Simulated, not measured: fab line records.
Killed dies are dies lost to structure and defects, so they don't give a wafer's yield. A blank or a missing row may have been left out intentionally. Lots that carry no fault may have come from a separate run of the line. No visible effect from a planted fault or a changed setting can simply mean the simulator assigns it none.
Comparing a struck lot with a sound one | flow sky130 | 20 out of 708 route steps
Sound: these wafers, L430.1, L430.5, L430.6. The struck wafers were L438.1, L438.4, L438.6. The cause comes at the end.
Each step with rows lists, per side, the tool, then ch with its chambers, then its first start. Under that, the readings that differ: sound wafers | struck wafers | difference of the means | sigmas: that difference in standard deviations of wafers without a fault.
alike: same words and numbers on both sides, and readings whose means sit less than 2 such deviations apart. not compared: any withheld reading, any reading some wafer has no value for, any bound like >300 that may hide the same value, and any number with overlapping values for which the record gives no deviation.
Wherever a step has rows on one side only, a row that says differs or no value, or a row with sigmas, the two part there. Numbers that have no deviation but don't overlap get no sigmas and don't part them. A reading that every wafer of one side lacks parts them only if that side has two wafers or more.

first, 4 steps without rows for these wafers: SKY_METAL3_STRIP_20 (strips in post etch residue remover, time 1200 s); SKY_METAL3_CLEAN_21 (cleans in IPA, time 180 s); SKY_METAL3_CLEAN_22 (cleans in O3/DIW); SKY_VIA3_HDPCVD_00 (deposits SiO2, target thk 1635 nm, time 272.5 s).
SKY_VIA3_THK_MEAS_01:
  sound: film metro-01 at day 41 17:24; struck: film metro-01 at day 43 14:17
  alike: VIA3_HDPCVD_THK
SKY_VIA3_CMP_02: polishes SiO2.
  sound on cmp-01 ch 0,1, day 41 17:31; struck on cmp-01 ch 1,3, day 43 14:23
  alike: motor current A
SKY_VIA3_BOW_MEAS_03:
  sound: film metro-03 at day 41 17:46; struck: film metro-01 at day 43 14:38
  alike: VIA3_BOW
then, 5 steps without rows for these wafers: SKY_VIA3_DEHYDRATE_04 (time 60 s); SKY_VIA3_HMDS_05 (prime time 60 s); SKY_VIA3_COAT_06 (resist thk 60 nm); SKY_VIA3_COAT_07 (resist thk 450 nm); SKY_VIA3_SOFTBAKE_08 (time 90 s).
SKY_VIA3_EXPOSE_09: exposes mask VIM3, target cd 200 nm.
  sound on krf scanner-01 ch 0, day 42 06:25; struck on krf scanner-01 ch 0, day 44 03:58
  reading              | sound             | struck            | difference | sigmas
  exposure dose mJ cm2 | 37.98 37.95 38.01 | 37.43 37.48 37.40 | -0.54      | -14
  alike: mask, reticle temp C
then, 2 steps without rows for these wafers: SKY_VIA3_PEB_10; SKY_VIA3_DEVELOP_11 (develop time 60 s).
SKY_VIA3_CD_MEAS_12 targets a cd of 200 nm.
  sound: cd sem-01 at day 42 18:00; struck: cd sem-01 at day 44 14:08
  alike: cd nm
SKY_VIA3_OVL_MEAS_13:
  sound: overlay-02 at day 42 18:07; struck: overlay-02 at day 44 14:16
  alike: VIA3_OVL
SKY_VIA3_ETCH_14: etches BARC in N2/H2, stops on SiO2, time 45.9 s, target depth 60 nm.
  sound on rie diel-01 ch 2,3, day 42 18:10; struck on rie diel-04 ch 0,1,3, day 44 14:18
  alike: drypump motor current A, n2 flow sccm, oes product au, throttle valve pct
  not compared: rf hours counter h, model.VIA3.cd nm
SKY_VIA3_ETCH_15: etches SiO2 in C4F8/O2/Ar, stops on TiN, target depth 507 nm, time 78 s.
  sound on rie diel-01 ch 2,3, day 42 18:12; struck on rie diel-04 ch 0,1,3, day 44 14:20
  alike: oes product au
  not compared: rf hours counter h
-- the record jumps here: 5 days lie between the struck wafers' starts before and after (it left off in module VIA3 and takes up again in module PAD_OPEN, whose first step shown is number 708 of the route) --
SKY_PAD_OPEN_PROBE_99:
  sound: prober-01 at day 48 11:44; struck: prober-01 at day 49 23:31
  alike: defect limited yield, killed_at_M0_to_M3, killed_at_M4_up, killed at contacts, killed at front end, killed at other, killed dies, killed on rim, killed open, killed short, sort_bin_3_pad_short, sort_bin_5_function, sort_bin_6_memory, sort n pass, sort yield pct

== WHERE THEY PART ==
Only at SKY_VIA3_EXPOSE_09, within this record. Later steps at which nothing parts them and some readings are alike: SKY_VIA3_CD_MEAS_12, SKY_VIA3_OVL_MEAS_13, SKY_VIA3_ETCH_14, SKY_VIA3_ETCH_15, SKY_PAD_OPEN_PROBE_99.

WHY: the cause the simulator had injected
Process parameter drift: krf scanner-01, from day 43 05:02 on, at SKY_VIA3_EXPOSE_09. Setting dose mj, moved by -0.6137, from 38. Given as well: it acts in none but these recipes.
